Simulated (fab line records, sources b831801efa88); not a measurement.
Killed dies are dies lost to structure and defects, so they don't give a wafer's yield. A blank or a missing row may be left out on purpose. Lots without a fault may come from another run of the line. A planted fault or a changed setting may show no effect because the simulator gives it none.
Which tool did it? | flow gf180mcu | 12 lots, 36 wafers sampled, at 5 steps of a route of 602

WHAT THE GAUGES READ, wafer by wafer
GF_M4_CD_MEAS_14: target cd 280 nm.
lot  | measured     | on        | cd_nm (nm)
L463 | day 24 06:26 | cd_sem-01 | 279.2 279.9 278.0
L468 | day 26 01:43 | cd_sem-01 | 280.5 280.3 280.2
L469 | day 26 08:37 | cd_sem-01 | 280.2 281.0 280.7
L470 | day 26 15:40 | cd_sem-02 | 281.1 281.2 281.2
L471 | day 27 04:29 | cd_sem-01 | 278.8 276.6 278.4
L472 | day 27 06:11 | cd_sem-02 | 280.1 280.1 280.0
L473 | day 27 15:26 | cd_sem-01 | 280.3 282.3 282.4
L477 | day 28 18:09 | cd_sem-02 | 282.0 281.6 280.9
L478 | day 28 23:45 | cd_sem-01 | 278.6 278.8 279.1
L481 | day 29 19:46 | cd_sem-02 | 279.1 279.0 278.6
L482 | day 30 01:11 | cd_sem-02 | 281.0 279.9 280.5
L483 | day 30 06:52 | cd_sem-02 | 281.0 280.4 280.6

GF_PASSIVATION_THK_MEAS_03.
lot  | measured     | on            | PASSIVATION_CVD_02_THK (nm)
L463 | day 28 23:29 | film_metro-03 | 696 698 698
L468 | day 30 13:21 | film_metro-02 | 697 699 703
L469 | day 30 17:20 | film_metro-03 | 706 705 706
L470 | day 30 22:50 | film_metro-03 | 707 694 707
L471 | day 31 10:05 | film_metro-04 | 696 692 713
L472 | day 31 12:40 | film_metro-03 | 697 692 701
L473 | day 31 20:44 | film_metro-02 | 693 690 705
L477 | day 32 22:41 | film_metro-03 | 696 697 736
L478 | day 33 01:26 | film_metro-03 | 733 698 744
L481 | day 33 19:06 | film_metro-02 | 704 704 702
L482 | day 33 20:52 | film_metro-02 | 704 712 717
L483 | day 34 00:05 | film_metro-03 | 696 707 701

WHICH TOOL RAN EACH LOT (tool, then ch and the chambers of the sampled wafers, then the start)
lot  | GF_V4_CVD_23                  | GF_TOP_METAL_SPUTTER_00      | GF_PASSIVATION_CVD_02
L463 | cvd_w-02 ch 1, day 25 06:34   | pvd_sputter-04, day 28 02:00 | pecvd-04 ch 0,2, day 28 23:12
L468 | cvd_w-02 ch 0,1, day 27 01:40 | pvd_sputter-04, day 29 16:52 | pecvd-01 ch 0,1, day 30 13:04
L469 | cvd_w-01 ch 0,1, day 27 07:28 | pvd_sputter-04, day 29 22:16 | pecvd-01 ch 0,1,2, day 30 17:10
L470 | cvd_w-01 ch 0,1, day 27 13:56 | pvd_sputter-01, day 30 03:38 | pecvd-04 ch 1,2, day 30 22:33
L471 | cvd_w-01 ch 0,1, day 28 02:37 | pvd_sputter-04, day 30 14:50 | pecvd-01 ch 0,1, day 31 09:47
L472 | cvd_w-01 ch 0,1, day 28 04:23 | pvd_sputter-04, day 30 17:10 | pecvd-03 ch 0,1, day 31 12:22
L473 | cvd_w-01 ch 0,1, day 28 14:24 | pvd_sputter-02, day 31 01:50 | pecvd-04 ch 1,2, day 31 20:27
L477 | cvd_w-01 ch 0,1, day 29 15:26 | pvd_sputter-02, day 32 05:07 | pecvd-04 ch 0,1,2, day 32 22:22
L478 | cvd_w-02 ch 0,1, day 29 21:16 | pvd_sputter-04, day 32 07:13 | pecvd-04 ch 0,1,2, day 33 01:06
L481 | cvd_w-02 ch 0,1, day 30 16:40 | pvd_sputter-02, day 33 01:23 | pecvd-01 ch 0,2, day 33 18:49
L482 | cvd_w-02 ch 0,1, day 30 22:07 | pvd_sputter-02, day 33 03:44 | pecvd-01 ch 0,1,2, day 33 20:34
L483 | cvd_w-01 ch 0,1, day 31 02:52 | pvd_sputter-04, day 33 07:39 | pecvd-03 ch 0,2, day 33 23:47
- GF_V4_CVD_23: deposits W, target thk 350 nm, time 104.9 s.
- GF_TOP_METAL_SPUTTER_00: material Ti, target thk 37.5 nm, time 150 s.
- GF_PASSIVATION_CVD_02: deposits Si3N4, target thk 700 nm, time 486.18 s.

WHAT THE TOOLS THEMSELVES READ (means of the sampled wafers that have a number; where no wafer has one, the mark that the record gives instead)
GF_V4_CVD_23.
lot  | tool     | heater_power_w (W) | susceptor_temp_C (C)
L463 | cvd_w-02 | 926                | 399.77
L468 | cvd_w-02 | 882                | 400.34
L469 | cvd_w-01 | 862                | 400.10
L470 | cvd_w-01 | 865                | 400.16
L471 | cvd_w-01 | 866                | 399.57
L472 | cvd_w-01 | 853                | 400.19
L473 | cvd_w-01 | 857                | 400.06
L477 | cvd_w-01 | 872                | 399.97
L478 | cvd_w-02 | 895                | 399.88
L481 | cvd_w-02 | 849                | 399.72
L482 | cvd_w-02 | 893                | 400.28
L483 | cvd_w-01 | 867                | 400.03

GF_TOP_METAL_SPUTTER_00.
lot  | tool           | cathode_dc_power_W (W) | throttle_valve_pct (%)
L463 | pvd_sputter-04 | 3999.8                 | 29.8
L468 | pvd_sputter-04 | 4001.2                 | 30.1
L469 | pvd_sputter-04 | 3999.9                 | 29.8
L470 | pvd_sputter-01 | 4000.1                 | 28.3
L471 | pvd_sputter-04 | 3999.9                 | 29.7
L472 | pvd_sputter-04 | 4000.2                 | 29.9
L473 | pvd_sputter-02 | 4000.6                 | 29.2
L477 | pvd_sputter-02 | 4001.0                 | 29.7
L478 | pvd_sputter-04 | 4000.0                 | 30.2
L481 | pvd_sputter-02 | 4000.2                 | 29.8
L482 | pvd_sputter-02 | 4000.0                 | 29.3
L483 | pvd_sputter-04 | 4000.4                 | 30.2

GF_PASSIVATION_CVD_02.
lot  | tool     | heater_power_w (W) | susceptor_temp_C (C)
L463 | pecvd-04 | 682                | 399.89
L468 | pecvd-01 | 704                | 400.25
L469 | pecvd-01 | 759                | 399.88
L470 | pecvd-04 | 722                | 400.00
L471 | pecvd-01 | 740                | 399.71
L472 | pecvd-03 | 703                | 399.93
L473 | pecvd-04 | 704                | 399.85
L477 | pecvd-04 | 642                | 399.82
L478 | pecvd-04 | 715                | 400.04
L481 | pecvd-01 | 832                | 400.15
L482 | pecvd-01 | 784                | 399.92
L483 | pecvd-03 | 683                | 399.90

THE ANSWER, worked out from the rows above alone
Rule: what is usual is taken from the lots themselves. Put in order of their means at a reading, lots are off if they are a third of the lots or fewer, leave a main group of 4 or more, and stand apart from it by a gap of 3 or more times the standard deviation of the main group's means; of several such gaps the widest counts. A main group whose means are all the same, to the digits that the tables above print for the reading, isn't used. A lot without any number at a reading at which 4 lots or more have one is off too. The other lots that the step has rows for count as sound. The gauges are gone through in route order, then the tools' own readings, and for those a lot's mean is taken as printed above. The first step at which some lot is off is used, and at that step the reading that is off furthest; a lot without a number counts as furthest.
No lot is off at any reading shown: from this, nothing can be told.

WHAT THE SIMULATOR HAD PUT IN
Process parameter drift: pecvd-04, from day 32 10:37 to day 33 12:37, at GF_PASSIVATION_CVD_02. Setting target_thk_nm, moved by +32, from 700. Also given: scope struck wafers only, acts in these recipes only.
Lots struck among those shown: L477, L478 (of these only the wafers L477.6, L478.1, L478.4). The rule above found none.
